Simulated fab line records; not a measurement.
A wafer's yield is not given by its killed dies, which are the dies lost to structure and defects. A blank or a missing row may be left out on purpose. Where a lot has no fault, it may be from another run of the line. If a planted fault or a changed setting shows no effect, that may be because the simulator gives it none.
fab line records    flow sky130
[record] lots = 7  wafers = 21  last-day = 50
route steps=708 shown GATE_OXIDE@187 PAD_OPEN@708
lots untouched by any fault: they come from a run of this same line in which no faults occurred
start-h: hours from the record's first day to the start of the lot's first wafer shown    wait-h: hours elapsed since this lot's preceding step    " the same as in the row above    L1.1+2: a row that stands for several wafers    - no value, or no start was given    * or withheld: withheld    < > ~ a bound
route shown NAME@n: a module of which the file shows steps, and the number in the route of the first    usual: average and standard deviation across the fault-free wafers    same: alike in all rows    chamber/n: place in a boat    sites: per-site readings    _std_site: the standard deviation of these    _edge_site: inner sites' mean taken away from outer sites' mean    radius-mm: for every site, how far away it sits from the centre of the wafer    mask NAME#n: copy n    behind: the tool/chamber that last shaped the wafer    hold: cause of the lot's hold/its duration in hours/its outcome    device: the n, p or np transistor that did not switch    end of line: the tests these same wafers got at the end of their route    a step with no rows: only its recipe    killed: at the first sort, the dies lost to defects and structure; wafer yield is something else    map: the dies of a wafer, with x for killed, . for not killed, _ for no die there
set.NAME: the run value of the setting; set.NAME@STEP: its run value at that earlier step    model.NAME: the simulator's own value behind a step, which no gauge read
certain route steps with their lots: each step a table, each wafer a row
services: when a tool's chamber went out of use (start-h, in hours from the record's first day, below 0 if earlier), for how many hours, and the reason
[[steps]]
[step SKY_GATE_OXIDE_CLEAN_00]
[recipe] chemistry = SC1/SC2  mix = 1:4:20  temp-c = 70  time-s = 150  dry = n2-spin
[step SKY_GATE_OXIDE_OXIDATION_01]
[recipe] temp-c = 900  ambient = O2  stabilise-s = 600  purge-s = 300  target-thk-a = 102.68  ox-time-s = 1473
[step SKY_GATE_OXIDE_THK_MEAS_02]
[recipe] reads = SiO2_of_GATE_OXIDE_OXIDATION_01
[usual] GATE_OXIDE_OXIDATION_00_THK = 10.25/0.15
lot.wafer  tool           chamber  start-h  wait-h  GATE_OXIDE_OXIDATION_00_THK[nm]
L530.1     film-metro-01  -        336.09   0.0     10.20
L530.5     "              -        "        "       10.24
L530.6     "              -        "        "       10.00
L531.1     film-metro-01  -        340.51   0.0     9.99
L531.4     "              -        "        "       10.04
L531.6     "              -        "        "       10.05
L534.1     film-metro-01  -        347.16   0.0     10.17
L534.5     "              -        "        "       10.27
L534.6     "              -        "        "       10.28
L541.3     film-metro-03  -        407.73   0.0     10.25
L541.5     "              -        "        "       10.38
L541.6     "              -        "        "       10.25
L544.1     film-metro-02  -        429.75   0.0     10.29
L544.4     "              -        "        "       10.27
L544.5     "              -        "        "       10.10
L547.1     film-metro-03  -        466.50   0.0     10.17
L547.3     "              -        "        "       10.20
L547.6     "              -        "        "       10.23
L549.1     film-metro-03  -        474.10   0.0     10.32
L549.3     "              -        "        "       10.28
L549.4     "              -        "        "       10.32
[step SKY_GATE_OXIDE_DEHYDRATE_03]
[recipe] temp-c = 200  time-s = 60
[step SKY_GATE_OXIDE_HMDS_04]
[recipe] prime-time-s = 60  prime-temp-c = 120
[step SKY_GATE_OXIDE_COAT_05]
[recipe] resist = NOVOLAK  spin-rpm = 3000  resist-thk-nm = 1140
[step SKY_GATE_OXIDE_SOFTBAKE_06]
[recipe] temp-c = 90  time-s = 60  resist = NOVOLAK
[step SKY_GATE_OXIDE_EXPOSE_07]
[recipe] mask-id = LVOM  na = 0.6  source-shape = conventional  sigma-outer = 0.6  polarization = unpolarized  target-cd-nm = 600  dose-mj = 170
[step SKY_GATE_OXIDE_PEB_08]
[recipe] temp-c = withheld  time-s = *  resist = NOVOLAK
[step SKY_GATE_OXIDE_DEVELOP_09]
[recipe] resist = NOVOLAK  developer = TMAH  develop-time-s = 60  dev-temp-c = 23
[step SKY_GATE_OXIDE_OVL_MEAS_10]
[usual] GATE_OXIDE_OVL = 1.4/1.4
lot.wafer  tool        chamber  start-h  wait-h  GATE_OXIDE_OVL[nm]
L530.1     overlay-02  -        362.92   0.1     2.9
L530.5     "           -        "        "       4.0
L530.6     "           -        "        "       0.9
L531.1     overlay-01  -        366.98   0.1     2.4
L531.4     "           -        "        "       2.6
L531.6     "           -        "        "       3.0
L534.1     overlay-02  -        374.77   0.1     0.7
L534.5     "           -        "        "       1.0
L534.6     "           -        "        "       0.3
L541.3     overlay-02  -        437.69   0.1     0.7
L541.5     "           -        "        "       2.0
L541.6     "           -        "        "       1.5
L544.1     overlay-01  -        460.67   0.1     2.8
L544.4     "           -        "        "       1.1
L544.5     "           -        "        "       1.8
L547.1     overlay-01  -        497.17   0.1     2.6
L547.3     "           -        "        "       1.4
L547.6     "           -        "        "       2.4
L549.1     overlay-02  -        504.37   0.1     0.9
L549.3     "           -        "        "       -0.7
L549.4     "           -        "        "       0.0
[step SKY_GATE_OXIDE_IMPLANT_11]
[recipe] species = B  energy-kev = 10  dose-cm2 = 2.6e+12  tilt-deg = withheld
[step SKY_GATE_OXIDE_WET_ETCH_12]
[recipe] chemistry = dHF  target-depth-nm = 16.8  dry = n2-spin  target = SiO2  dilution = 100:1  temp-c = 25  time-s = 336
[usual] bath-heat-duty-pct = 6.3/0.69  run-length-s = 363/3.3
lot.wafer  tool          chamber  start-h  wait-h  bath-heat-duty-pct  run-length-s  model.SiO2_of_FIELD_ISO_CVD_24.thk-nm
L530.1     wet-bench-01  3        363.10   0.1     6.0                 156           376.9
L530.5     "             3        "        "       7.1                 156           376.2
L530.6     "             3        "        "       6.5                 156           376.4
L531.1     wet-bench-01  1        367.16   0.1     6.1                 156           375.6
L531.4     "             1        "        "       6.1                 156           375.1
L531.6     "             1        "        "       5.9                 156           375.1
L534.1     wet-bench-01  2        374.95   0.1     6.9                 156           375.4
L534.5     "             2        "        "       7.4                 156           375.3
L534.6     "             2        "        "       6.4                 156           375.2
L541.3     wet-bench-04  2        437.87   0.1     6.0                 361           366.7
L541.5     "             2        "        "       5.9                 361           368.3
L541.6     "             2        "        "       5.8                 361           366.7
L544.1     wet-bench-01  3        460.85   0.1     7.1                 369           365.9
L544.4     "             3        "        "       6.9                 369           364.6
L544.5     "             3        "        "       6.4                 369           363.8
L547.1     wet-bench-04  0        497.35   0.1     6.0                 368           365.6
L547.3     "             0        "        "       5.5                 368           364.4
L547.6     "             0        "        "       5.9                 368           365.8
L549.1     wet-bench-04  1        504.55   0.1     5.4                 361           364.8
L549.3     "             1        "        "       6.6                 361           364
L549.4     "             1        "        "       6.4                 361           364.1
[step SKY_GATE_OXIDE_STRIP_13]
[recipe] chemistry = O2/N2  power-w = 1400  pressure-mtorr = 1500  platen-temp-c = withheld  o2-flow-sccm = 3000  n2-flow-sccm = 300  overash-fraction = 0.5
[usual] drypump-motor-current-A = 5.78/0.19  oes-product-au = 0.715/0.0046  strip-time-to-endpoint-s = 14.19/0.041
lot.wafer  tool             chamber  start-h  wait-h  drypump-motor-current-A  oes-product-au  rf-hours-counter-h  strip-time-to-endpoint-s
L530.1     plasma-asher-04  1        363.21   0.1     6.14                     0.708           67                  14.17
L530.5     "                0        "        "       5.85                     0.708           -                   14.13
L530.6     "                1        "        "       6.12                     0.723           -                   14.18
L531.1     plasma-asher-03  1        367.26   0.1     5.76                     0.724           72                  14.16
L531.4     "                0        "        "       5.62                     0.728           -                   14.15
L531.6     "                1        "        "       5.75                     0.715           -                   14.18
L534.1     plasma-asher-04  1        375.06   0.1     6.13                     0.714           68                  14.10
L534.5     "                1        "        "       6.13                     0.711           -                   14.10
L534.6     "                0        "        "       5.82                     0.718           -                   14.10
L541.3     plasma-asher-02  1        438.00   0.0     5.86                     0.720           -                   14.22
L541.5     "                0        "        "       5.56                     0.719           -                   14.18
L541.6     "                1        "        "       5.88                     0.720           -                   14.18
L544.1     plasma-asher-02  1        460.96   0.0     5.87                     0.709           30                  14.13
L544.4     "                1        "        "       5.83                     0.716           -                   14.16
L544.5     "                0        "        "       5.57                     0.719           -                   14.17
L547.1     plasma-asher-04  0        497.46   0.0     5.78                     0.709           78                  14.25
L547.3     "                1        "        "       6.14                     0.709           -                   14.28
L547.6     "                0        "        "       5.80                     0.715           -                   14.21
L549.1     plasma-asher-02  1        504.66   0.0     5.87                     0.715           35                  14.19
L549.3     "                0        "        "       5.52                     0.719           -                   14.23
L549.4     "                1        "        "       5.90                     0.701           -                   14.20
[step SKY_GATE_OXIDE_TW_MEAS_14]
[usual] GATE_OXIDE_TW = 225.1/1.5
lot.wafer  tool           chamber  start-h  wait-h  GATE_OXIDE_TW
L530.1     film-metro-03  -        363.31   0.1     224.9
L530.5     "              -        "        "       227.1
L530.6     "              -        "        "       226.7
L531.1     film-metro-02  -        367.36   0.1     225.4
L531.4     "              -        "        "       226.9
L531.6     "              -        "        "       225.8
L534.1     film-metro-02  -        375.16   0.1     225.7
L534.5     "              -        "        "       225.4
L534.6     "              -        "        "       226.4
L541.3     film-metro-02  -        438.09   0.1     225.6
L541.5     "              -        "        "       228.2
L541.6     "              -        "        "       226.0
L544.1     film-metro-01  -        461.06   0.1     222.8
L544.4     "              -        "        "       224.1
L544.5     "              -        "        "       223.5
L547.1     film-metro-03  -        497.56   0.1     227.9
L547.3     "              -        "        "       227.5
L547.6     "              -        "        "       226.5
L549.1     film-metro-01  -        504.76   0.1     222.3
L549.3     "              -        "        "       222.6
L549.4     "              -        "        "       221.9
[step SKY_GATE_OXIDE_CLEAN_15]
[recipe] chemistry = SC1/SC2  mix = 1:4:20  temp-c = 70  time-s = 150  dry = n2-spin
[usual] bath-heat-duty-pct = 13.4/1.4
[same] time-s = 150
lot.wafer  tool          chamber  start-h  wait-h  bath-heat-duty-pct  model.SiO2_of_FIELD_ISO_CVD_24.thk-nm
L530.1     wet-bench-01  0        363.37   0.1     13.1                376.2
L530.5     "             0        "        "       13.9                375.5
L530.6     "             0        "        "       11.8                375.7
L531.1     wet-bench-01  0        367.42   0.1     12.5                374.9
L531.4     "             0        "        "       13.2                374.5
L531.6     "             0        "        "       11.4                374.4
L534.1     wet-bench-04  0        375.22   0.1     12.7                374.7
L534.5     "             0        "        "       11.3                374.7
L534.6     "             0        "        "       11.4                374.6
L541.3     wet-bench-01  2        438.13   0.0     12.8                366
L541.5     "             2        "        "       15.3                367.6
L541.6     "             2        "        "       14.0                366
L544.1     wet-bench-02  1        461.12   0.1     15.2                365.3
L544.4     "             1        "        "       15.4                364
L544.5     "             1        "        "       16.9                363.1
L547.1     wet-bench-02  0        497.62   0.1     14.4                364.9
L547.3     "             0        "        "       14.7                363.7
L547.6     "             0        "        "       14.9                365.1
L549.1     wet-bench-01  0        504.82   0.1     12.6                364.1
L549.3     "             0        "        "       11.7                363.3
L549.4     "             0        "        "       12.1                363.4
[step SKY_GATE_OXIDE_OXIDATION_16]
[recipe] temp-c = 800  ambient = O2  idle-temp-c = 700  ramp-up-c-per-min = 10  ramp-down-c-per-min = 3  stabilise-s = 600  purge-s = 300  target-thk-a = 35.7  ox-time-s = 1838
[step SKY_PAD_OPEN_PROBE_99]
[usual] killed_at_M0_to_M3 = 44/7.3  killed_at_M4_up = 3.4/1.7  killed-at-contacts = 24/5.3  killed-at-front-end = 15/4.1  killed-at-other = 0.4/0.68  killed-dies = 87/9.5  killed-on-rim = 17/3.8  killed-open = 48/7.1  killed-short = 39/5.8
[same] gross-dies = 492  killed-at-back-side = 0
lot.wafer  tool       chamber  start-h  wait-h  killed_at_M0_to_M3  killed_at_M4_up  killed-at-contacts  killed-at-front-end  killed-at-other  killed-dies  killed-on-rim  killed-open  killed-short
L530.1     prober-02  -        1112.70  0.1     49                  2                23                  418                  0                492          96             56           37
L530.5     prober-02  -        1112.90  0.2     44                  2                24                  421                  1                492          96             54           41
L530.6     prober-02  -        1112.95  0.2     33                  5                19                  435                  0                492          96             37           31
L531.1     prober-01  -        1114.20  0.1     52                  1                31                  408                  0                492          96             52           39
L531.4     prober-01  -        1114.35  0.2     43                  5                26                  417                  1                492          96             50           41
L531.6     prober-01  -        1114.45  0.2     43                  5                25                  419                  0                492          96             48           42
L534.1     prober-02  -        1122.40  0.1     45                  3                21                  423                  0                492          96             48           40
L534.5     prober-02  -        1122.60  0.2     50                  1                19                  420                  2                492          96             40           47
L534.6     prober-02  -        1122.65  0.2     59                  2                17                  414                  0                492          96             53           39
L544.1     prober-01  -        1176.64  0.1     58                  3                23                  19                   0                103          19             71           32
L544.4     prober-01  -        1176.79  0.2     57                  3                22                  18                   0                100          15             55           45
L544.5     prober-01  -        1176.84  0.2     51                  3                24                  9                    0                87           20             43           44
L547.1     prober-01  -        1193.20  0.1     37                  8                17                  16                   0                78           15             42           36
L547.3     prober-01  -        1193.30  0.2     67                  3                24                  16                   0                110          22             69           41
L547.6     prober-01  -        1193.45  0.2     46                  3                23                  18                   0                90           18             57           33
// killed by level:class
L530.1 GATE_OXIDE:area-etch=398 VIA1:geometric-particle:open=11 VIA2:geometric-particle:open=9 POLY_GATE:geometric-particle:open=8 CONTACT:geometric-particle:short=8 CONTACT:geometric-particle:open=8 METAL3:geometric-particle:short=8 FIELD_ISO:geometric-particle:open=6
L530.5 GATE_OXIDE:area-etch=396 VIA1:geometric-particle:open=15 CONTACT:geometric-particle:open=9 POLY_GATE:geometric-particle:open=6 LI_CONTACT:geometric-particle:open=6 VIA3:geometric-particle:open=6 FIELD_ISO:geometric-particle:open=5 FIELD_ISO:geometric-particle:short=5
L530.6 GATE_OXIDE:area-etch=423 LI_CONTACT:geometric-particle:open=7 VIA2:geometric-particle:short=7 VIA3:geometric-particle:open=7 VIA2:geometric-particle:open=5 METAL4:geometric-particle:short=5 CONTACT:geometric-particle:open=4 FIELD_ISO:geometric-particle:open=3
L531.1 GATE_OXIDE:area-etch=401 CONTACT:geometric-particle:open=14 VIA1:geometric-particle:open=10 VIA3:geometric-particle:open=9 VIA2:geometric-particle:open=7 VIA1:geometric-particle:short=6 LI_CONTACT:geometric-particle:short=6 LI_CONTACT:geometric-particle:open=5
L531.4 GATE_OXIDE:area-etch=401 VIA3:geometric-particle:open=9 VIA1:geometric-particle:open=9 LI_CONTACT:geometric-particle:open=8 VIA2:geometric-particle:open=8 CONTACT:geometric-particle:open=5 VIA3:geometric-particle:short=5 FIELD_ISO:geometric-particle:short=4
L531.6 GATE_OXIDE:area-etch=402 CONTACT:geometric-particle:open=11 VIA1:geometric-particle:open=8 VIA1:geometric-particle:short=7 LOCAL_INTERCONNECT:geometric-particle:short=6 VIA2:geometric-particle:open=6 FIELD_ISO:geometric-particle:open=5 METAL1:geometric-particle:short=5
L534.1 GATE_OXIDE:area-etch=403 CONTACT:geometric-particle:open=8 VIA3:geometric-particle:open=8 FIELD_ISO:geometric-particle:short=6 METAL1:geometric-particle:short=6 VIA1:geometric-particle:open=6 FIELD_ISO:geometric-particle:open=5 POLY_GATE:geometric-particle:open=5
L534.5 GATE_OXIDE:area-etch=403 METAL2:geometric-particle:short=13 LOCAL_INTERCONNECT:geometric-particle:short=6 VIA1:geometric-particle:open=6 VIA2:geometric-particle:open=6 METAL1:geometric-particle:short=5 VIA3:geometric-particle:open=5 POLY_GATE:geometric-particle:open=4
L534.6 GATE_OXIDE:area-etch=400 VIA3:geometric-particle:open=13 VIA1:geometric-particle:open=12 VIA2:geometric-particle:open=7 METAL2:geometric-particle:short=7 CONTACT:geometric-particle:open=6 METAL3:geometric-particle:short=5 POLY_GATE:geometric-particle:open=4
L544.1 VIA1:geometric-particle:open=17 CONTACT:geometric-particle:open=13 VIA2:geometric-particle:open=10 VIA3:geometric-particle:open=9 LI_CONTACT:geometric-particle:open=6 METAL1:geometric-particle:short=5 FIELD_ISO:geometric-particle:open=4 FIELD_ISO:geometric-particle:short=4
L544.4 VIA1:geometric-particle:open=13 METAL1:geometric-particle:short=9 VIA2:geometric-particle:open=7 LI_CONTACT:geometric-particle:open=6 CONTACT:geometric-particle:open=6 METAL3:geometric-particle:short=6 POLY_GATE:geometric-particle:open=5 VIA2:geometric-particle:short=5
L544.5 VIA1:geometric-particle:open=11 METAL1:geometric-particle:short=10 LI_CONTACT:geometric-particle:open=8 CONTACT:geometric-particle:open=8 VIA1:geometric-particle:short=7 POLY_GATE:geometric-particle:short=5 VIA2:geometric-particle:open=5 VIA3:geometric-particle:short=4
L547.1 VIA1:geometric-particle:open=8 VIA2:geometric-particle:open=8 METAL4:geometric-particle:short=7 CONTACT:geometric-particle:open=6 FIELD_ISO:geometric-particle:short=5 FIELD_ISO:geometric-particle:open=5 VIA3:geometric-particle:open=5 LOCAL_INTERCONNECT:geometric-particle:short=4
L547.3 VIA1:geometric-particle:open=16 VIA2:geometric-particle:open=16 CONTACT:geometric-particle:open=10 METAL1:geometric-particle:short=7 VIA3:geometric-particle:open=7 CONTACT:geometric-particle:short=6 VIA1:geometric-particle:short=6 FIELD_ISO:geometric-particle:short=5
L547.6 VIA1:geometric-particle:open=14 CONTACT:geometric-particle:open=9 LI_CONTACT:geometric-particle:open=8 VIA3:geometric-particle:open=8 VIA2:geometric-particle:open=6 FIELD_ISO:geometric-particle:short=5 FIELD_ISO:geometric-particle:open=5 METAL2:geometric-particle:short=4
// map L530.1 (x killed, . not)
__________xxxxxxxxxx_________
________xxxxxxxxxxxxxx_______
______xxxxxxxxxxxxxxxxxx_____
_____xxxxxxxxxxxxxxxxxxxx____
____xxxxxxxxxxxxxxxxxxxxxx___
___xxxxxxxxxxxxxxxxxxxxxxxx__
__xxxxxxxxxxxxxxxxxxxxxxxxxx_
_xxxxxxxxxxxxxxxxxxxxxxxxxxxx
_xxxxxxxxxxxxxxxxxxxxxxxxxxxx
_xxxxxxxxxxxxxxxxxxxxxxxxxxxx
_xxxxxxxxxxxxxxxxxxxxxxxxxxxx
_xxxxxxxxxxxxxxxxxxxxxxxxxxxx
_xxxxxxxxxxxxxxxxxxxxxxxxxxxx
_xxxxxxxxxxxxxxxxxxxxxxxxxxxx
_xxxxxxxxxxxxxxxxxxxxxxxxxxxx
__xxxxxxxxxxxxxxxxxxxxxxxxxx_
___xxxxxxxxxxxxxxxxxxxxxxxx__
____xxxxxxxxxxxxxxxxxxxxxx___
_____xxxxxxxxxxxxxxxxxxxx____
______xxxxxxxxxxxxxxxxxx_____
________xxxxxxxxxxxxxx_______
__________xxxxxxxxxx_________
// map L531.1 (x killed, . not)
__________xxxxxxxxxx_________
________xxxxxxxxxxxxxx_______
______xxxxxxxxxxxxxxxxxx_____
_____xxxxxxxxxxxxxxxxxxxx____
____xxxxxxxxxxxxxxxxxxxxxx___
___xxxxxxxxxxxxxxxxxxxxxxxx__
__xxxxxxxxxxxxxxxxxxxxxxxxxx_
_xxxxxxxxxxxxxxxxxxxxxxxxxxxx
_xxxxxxxxxxxxxxxxxxxxxxxxxxxx
_xxxxxxxxxxxxxxxxxxxxxxxxxxxx
_xxxxxxxxxxxxxxxxxxxxxxxxxxxx
_xxxxxxxxxxxxxxxxxxxxxxxxxxxx
_xxxxxxxxxxxxxxxxxxxxxxxxxxxx
_xxxxxxxxxxxxxxxxxxxxxxxxxxxx
_xxxxxxxxxxxxxxxxxxxxxxxxxxxx
__xxxxxxxxxxxxxxxxxxxxxxxxxx_
___xxxxxxxxxxxxxxxxxxxxxxxx__
____xxxxxxxxxxxxxxxxxxxxxx___
_____xxxxxxxxxxxxxxxxxxxx____
______xxxxxxxxxxxxxxxxxx_____
________xxxxxxxxxxxxxx_______
__________xxxxxxxxxx_________
[[services]]
tool             chamber  start-h  hours  kind
plasma-asher-04  -        344.96   1.2    repair
plasma-asher-02  -        346.46   0.3    repair
wet-bench-04     -        362.37   1.8    repair
wet-bench-02     -        363.02   7.7    repair
plasma-asher-02  -        376.71   1.2    repair
plasma-asher-03  -        421.25   9.0    pm
plasma-asher-03  0        421.25   9.0    vent-cycle
plasma-asher-03  1        421.25   9.0    vent-cycle
plasma-asher-03  0        430.25   -      clean
plasma-asher-03  1        430.25   -      clean
wet-bench-01     -        431.43   1.9    pm
plasma-asher-03  -        437.93   28.1   pm
wet-bench-02     -        443.76   4.1    repair
plasma-asher-04  -        443.83   16.5   repair
plasma-asher-04  -        448.47   1.4    repair
plasma-asher-04  -        452.09   12.5   repair
plasma-asher-02  -        456.51   1.2    repair
plasma-asher-02  -        469.28   0.7    repair
[[key]]
[first-sign] step = SKY_GATE_OXIDE_WET_ETCH_12  reading = run-length-s  direction = down  sigmas = 62  usual = *  struck = *
[effect] step = SKY_PAD_OPEN_PROBE_99  reading = killed-at-front-end  direction = up  sigmas = 99+  usual = 15  struck = 419
[model-effect] step = SKY_GATE_OXIDE_WET_ETCH_12  value = SiO2_of_FIELD_ISO_CVD_24.thk-nm  without = 364.3  struck = 375.7
[model-effect] step = SKY_GATE_OXIDE_CLEAN_15  value = SiO2_of_FIELD_ISO_CVD_24.thk-nm  without = 363.7  struck = 375
[more-kills-born-at] SKY_GATE_OXIDE_WET_ETCH_12@wet-bench-01 = 3627
met-at SKY_GATE_OXIDE_WET_ETCH_12
struck-wafers L530.1,L530.5,L530.6,L531.1,L531.4,L531.6,L534.1,L534.5,L534.6
later-rows-left-out L530.1,L530.5,L530.6,L531.1,L531.4,L531.6,L534.1,L534.5,L534.6
tester-left-out L530,L531,L534
[fault] kind = process-parameter-drift  tool = wet-bench-01  chamber = -  onset-h = 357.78  steps = SKY_GATE_OXIDE_WET_ETCH_12  channel = time-s  offset = *  shape = step  end-h = 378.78  acts-in = *  stated = *
// tester-left-out: of these lots the tester's yield and bins aren't shown, on N5 and GAA mostly nor the transistor test; their killed dies are dies lost to structure and defects alone, not to doping, threshold or leakage, so they don't give the yield
// later-rows-left-out: the simulator's readings of these wafers behind a module that went badly wrong aren't trusted and aren't shown, but for the sort
